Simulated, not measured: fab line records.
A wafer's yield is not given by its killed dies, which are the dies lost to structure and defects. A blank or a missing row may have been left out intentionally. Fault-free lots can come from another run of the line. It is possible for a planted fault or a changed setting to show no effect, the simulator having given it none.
2 desks looking at one fault | flow sky130 | numbers are kept per desk, each desk with only its own; the story behind them comes last

## FROM THE METROLOGY DESK
What the gauges read for every lot (on any tool): the sampled wafers with a number, averaged. The brackets show how far a lot's mean lies from the usual mean; more than 4 standard deviations puts the lot out of limits, marked OUT.
Columns: A = cd-nm at SKY_VT_ADJUST_HVTR_CD_MEAS_07, usual 379.9 nm; B = GATE_OXIDE_OXIDATION_00_THK at SKY_GATE_OXIDE_THK_MEAS_02, usual 10.32 nm; C = GATE_OXIDE_OVL at SKY_GATE_OXIDE_OVL_MEAS_10, usual 0.7 nm
lot  | first seen here | A     | B               | C
L417 | day 9 16:23     | 379.3 | 10.28           | 0.4
L419 | day 10 09:25    | 380.7 | 10.25           | -0.3
L420 | day 10 13:21    | 382.3 | 10.04           | -0.9
L422 | day 11 10:56    | 381.9 | 10.56           | 0.2
L424 | day 12 01:02    | 378.9 | 10.21           | 1.1
L426 | day 12 12:01    | 376.5 | 15.85 (+26) OUT | 1.2
L427 | day 12 20:39    | 378.3 | 16.25 (+28) OUT | 2.3
L436 | day 15 13:07    | 381.1 | 10.07           | 0.8
L437 | day 16 00:28    | 382.0 | 10.64           | 0.6
L438 | day 16 14:10    | 380.0 | 10.23           | 2.5
L439 | day 16 22:15    | 382.2 | 10.55           | 0.1
This desk reports L426, L427 out of limits; the earliest was L426 at day 16 05:10 (GATE_OXIDE_OXIDATION_00_THK at SKY_GATE_OXIDE_THK_MEAS_02). L417, L419, L420, L422, L424, L436, L437, L438, L439 stayed within limits.

## THE TOOL OWNER'S DESK: furnace-01
The tool's own readings at SKY_GATE_OXIDE_OXIDATION_01 (stabilise 600 s, purge 300 s, target thk 10.268 nm): means of the sampled wafers that have a number, for each lot that ran on this tool. The brackets show how far a lot's mean lies from the usual mean; more than 4 standard deviations puts the lot out of limits, marked OUT. Shown are 7 of the 11 readings it has, namely the first that went out of limits plus those furthest out on some lot.
Columns: A = spike-tc-bottom-C at SKY_GATE_OXIDE_OXIDATION_01, usual 918.2 C; B = spike-tc-centre-C at SKY_GATE_OXIDE_OXIDATION_01, usual 899.5 C; C = spike-tc-lower-C at SKY_GATE_OXIDE_OXIDATION_01, usual 900.3 C; D = spike-tc-top-C at SKY_GATE_OXIDE_OXIDATION_01, usual 906.0 C; E = spike-tc-upper-C at SKY_GATE_OXIDE_OXIDATION_01, usual 900.4 C; F = tube-center-temp-C at SKY_GATE_OXIDE_OXIDATION_01, usual 899.99 C; G = tube_center_temp_C_max at SKY_GATE_OXIDE_OXIDATION_01, usual 902.3
lot  | first seen here | A               | B               | C               | D               | E               | F                        | G
L420 | day 13 21:42    | 917.3           | 897.3           | 900.3           | 903.2           | 900.9           | 900.03                   | 902.3
L424 | day 15 14:52    | 917.3           | 897.7           | 899.9           | 903.5           | 900.7           | 899.86                   | 902.1
L426 | day 16 03:46    | 960.1 (+28) OUT | 939.3 (+17) OUT | 942.0 (+35) OUT | 945.3 (+14) OUT | 942.8 (+28) OUT | 942.46 (+99 or more) OUT | 944.7 (+99 or more) OUT
L427 | day 16 12:23    | 959.6 (+28) OUT | 939.4 (+17) OUT | 941.7 (+35) OUT | 945.8 (+14) OUT | 944.2 (+29) OUT | 942.49 (+99 or more) OUT | 944.7 (+99 or more) OUT
L436 | day 19 11:28    | 917.4           | 896.6           | 899.6           | 902.8           | 901.7           | 899.93                   | 902.4
L437 | day 19 22:58    | 917.0           | 896.9           | 899.1           | 902.9           | 900.9           | 900.02                   | 902.2
L439 | day 20 21:35    | 917.1           | 897.6           | 899.8           | 903.4           | 901.2           | 900.03                   | 902.5
This desk's verdict: out of limits on L426, L427, starting with L426 at day 16 03:46 (spike-tc-bottom-C at SKY_GATE_OXIDE_OXIDATION_01). L420, L424, L436, L437, L439 stayed within limits.

## ALL TOGETHER
At day 16 03:46, on L426, L427, the tool owner's desk was in a position to raise an alarm.
L426, L427 would have let the metrology desk raise an alarm at day 16 05:10.
Every lot named ran SKY_GATE_OXIDE_OXIDATION_01 on furnace-01.

## WHAT WAS PUT IN BY THE SIMULATOR
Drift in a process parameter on furnace-01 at SKY_GATE_OXIDE_OXIDATION_01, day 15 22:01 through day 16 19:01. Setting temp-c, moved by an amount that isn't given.
Struck lots among those shown: L426, L427.
Time in hours from fault onset to the first out-of-limits reading at each desk: tool owner's desk 6, metrology desk 7.
